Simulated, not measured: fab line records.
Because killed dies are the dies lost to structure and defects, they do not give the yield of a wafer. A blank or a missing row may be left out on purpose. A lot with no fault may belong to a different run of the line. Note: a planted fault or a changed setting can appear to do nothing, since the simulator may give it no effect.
The tool behind it: which one? -- flow sky130 -- 39 wafers from 13 lots sampled at 3 of the route's 708 steps

WHAT THE GAUGES READ, wafer by wafer
SKY_VT_ADJUST_HVTR_OVL_MEAS_08.
lot,measured,on,VT_ADJUST_HVTR_OVL (nm)
L750,day 9 15:28,overlay-01,1.6 1.7 1.3
L751,day 9 20:58,overlay-02,-1.0 -2.4 0.4
L753,day 10 13:46,overlay-01,0.0 0.5 0.2
L754,day 10 22:28,overlay-02,-2.8 -2.3 -0.9
L757,day 11 21:18,overlay-02,-1.2 -1.5 -1.2
L758,day 12 06:14,overlay-02,1.8 1.0 0.4
L759,day 12 12:46,overlay-02,0.3 -1.6 -1.3
L761,day 13 19:43,overlay-02,-0.7 -0.2 -0.7
L765,day 15 11:19,overlay-01,1.2 1.0 1.4
L766,day 15 23:31,overlay-02,-3.0 -2.2 -1.6
L769,day 16 12:26,overlay-02,-0.5 -1.3 0.0
L771,day 17 09:46,overlay-01,-1.3 -1.1 -1.1
L770,day 17 11:40,overlay-01,1.1 -0.7 0.7

SKY_LDD_N_OVL_MEAS_07.
lot,measured,on,LDD_N_OVL (nm)
L750,day 17 18:06,overlay-01,-0.9 -0.8 -0.7
L751,day 18 02:04,overlay-01,-0.2 -0.3 0.8
L753,day 19 00:29,overlay-01,0.4 0.5 -1.5
L754,day 19 13:28,overlay-02,-0.6 -1.0 -0.6
L757,day 20 21:17,overlay-01,0.1 -0.2 0.2
L758,day 21 04:32,overlay-02,-2.0 -1.5 -3.7
L759,day 21 14:44,overlay-01,-1.0 1.0 -1.1
L761,day 23 00:55,overlay-01,-2.2 -2.1 -1.1
L765,day 25 01:02,overlay-01,-2.1 -3.9 -3.8
L766,day 25 10:26,overlay-02,-0.1 -1.5 0.4
L769,day 26 12:46,overlay-01,-2.9 0.1 -3.3
L771,day 26 15:41,overlay-02,-1.7 -1.6 -1.3
L770,day 26 20:47,overlay-02,-2.8 -2.8 -3.4

EACH LOT AND THE TOOL THAT RAN IT (in order: tool; ch and the chambers of the sampled wafers; start)
lot,SKY_NWELL_IMPLANT_12
L750,"implanter-01 ch 0, day 5 00:14"
L751,"implanter-01 ch 0, day 5 04:40"
L753,"implanter-01 ch 0, day 5 17:38"
L754,"implanter-02 ch 0, day 5 23:34"
L757,"implanter-02 ch 0, day 6 15:18"
L758,"implanter-01 ch 0, day 6 23:00"
L759,"implanter-01 ch 0, day 7 03:28"
L761,"implanter-01 ch 0, day 8 01:52"
L765,"implanter-04 ch 0, day 9 07:47"
L766,"implanter-04 ch 0, day 9 16:51"
L769,"implanter-04 ch 0, day 10 03:31"
L771,"implanter-02 ch 0, day 10 19:13"
L770,"implanter-01 ch 0, day 10 20:25"
- SKY_NWELL_IMPLANT_12

WHAT THE TOOLS THEMSELVES READ (means of the sampled wafers that have a number; where no wafer has one, the mark that the record gives instead)
SKY_NWELL_IMPLANT_12.
lot,tool,beamEnergyKeV
L750,implanter-01,120.03
L751,implanter-01,120.02
L753,implanter-01,119.97
L754,implanter-02,119.99
L757,implanter-02,120.00
L758,implanter-01,114.40
L759,implanter-01,114.45
L761,implanter-01,114.39
L765,implanter-04,119.99
L766,implanter-04,119.99
L769,implanter-04,120.01
L771,implanter-02,119.99
L770,implanter-01,120.00

THE ANSWER, worked out from the rows above alone
Rule: the usual values come from the lots themselves. The widest of any qualifying gaps counts: lots, ordered by their means at a reading, are off when they make up no more than a third of the lots, leave a main group of 4 or more, and stand apart from it by 3 or more times the standard deviation of that group's means. The tables above print the reading to a certain number of digits; a main group whose means all agree to those digits is not used. Also off: a lot with no number at a reading for which 4 or more lots have one. Any other lot the step has rows for is counted as sound. After the gauges, taken in route order, come the tools' own readings; for these a lot's mean is taken, as printed above. The first step at which some lot is off is used, and at that step the reading that is off furthest; a lot without a number counts as furthest.
Off: L758, L759, L761, at SKY_NWELL_IMPLANT_12 (beamEnergyKeV). For the main group the mean is 120.00 and the standard deviation 0.016.
A tool fits if, at that step or a process step before it, it ran every lot that is off, and no sound lot after the first of them. No candidate that was tried fits.

WHAT THE SIMULATOR HAD INSERTED
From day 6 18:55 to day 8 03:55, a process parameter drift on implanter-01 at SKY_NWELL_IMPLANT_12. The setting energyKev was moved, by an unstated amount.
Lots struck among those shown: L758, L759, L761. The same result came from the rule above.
